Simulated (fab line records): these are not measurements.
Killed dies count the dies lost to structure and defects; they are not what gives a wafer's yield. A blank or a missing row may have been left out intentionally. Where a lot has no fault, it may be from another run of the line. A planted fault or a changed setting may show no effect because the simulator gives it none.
What tool caused it? -- flow sky130 -- 6 lots with 18 wafers sampled at 2 steps, on a route of 708 steps

## WHAT EACH GAUGE READ, for each wafer
SKY_VIA2_THK_MEAS_23: measures by xrf.
lot,measured,on,VIA2_W_THK (nm)
L621,day 36 20:31,film metro-04,427 420 424
L624,day 37 10:05,film metro-04,399 400 401
L626,day 38 04:37,film metro-01,419 416 416
L631,day 39 18:05,film metro-04,393 396
L638,day 42 12:17,film metro-02,405 403 397
L643,day 42 21:15,film metro-01,408 402 409

## WHICH TOOL RAN EACH LOT (tool, then ch and the chambers of the sampled wafers, then the start)
lot,SKY_POLY_CUT_ETCH_11
L621,"rie diel-01 ch 1,3, day 24 21:40"
L624,"rie diel-02 ch 1,3, day 25 15:43"
L626,"rie diel-01 ch 0,2,3, day 26 09:43"
L631,"rie diel-02 ch 1,3, day 28 02:10"
L638,"rie diel-04 ch 1,2,3, day 31 04:55"
L643,"rie diel-02 ch 0,1,2, day 31 17:53"
- SKY_POLY_CUT_ETCH_11: etches Si3N4 in CF4/CH2F2/Ar, stops on poly-Si, time 42.5 s, target depth 60 nm.

## THE ANSWER, worked out from the rows above alone
Rule: usual is defined by the lots themselves. Put in order of their means at a reading, lots are off if they are a third of the lots or fewer, leave a main group of 4 or more, and stand apart from it by a gap of 3 or more times the standard deviation of the main group's means; of several such gaps the widest counts. A main group whose means are all the same, to the digits that the tables above print for the reading, isn't used. Also off: a lot with no number at a reading for which 4 or more lots have one. Any other lot the step has rows for is counted as sound.
Nothing can be told from this: no lot is off at any reading shown.

## WHAT WAS PUT IN BY THE SIMULATOR
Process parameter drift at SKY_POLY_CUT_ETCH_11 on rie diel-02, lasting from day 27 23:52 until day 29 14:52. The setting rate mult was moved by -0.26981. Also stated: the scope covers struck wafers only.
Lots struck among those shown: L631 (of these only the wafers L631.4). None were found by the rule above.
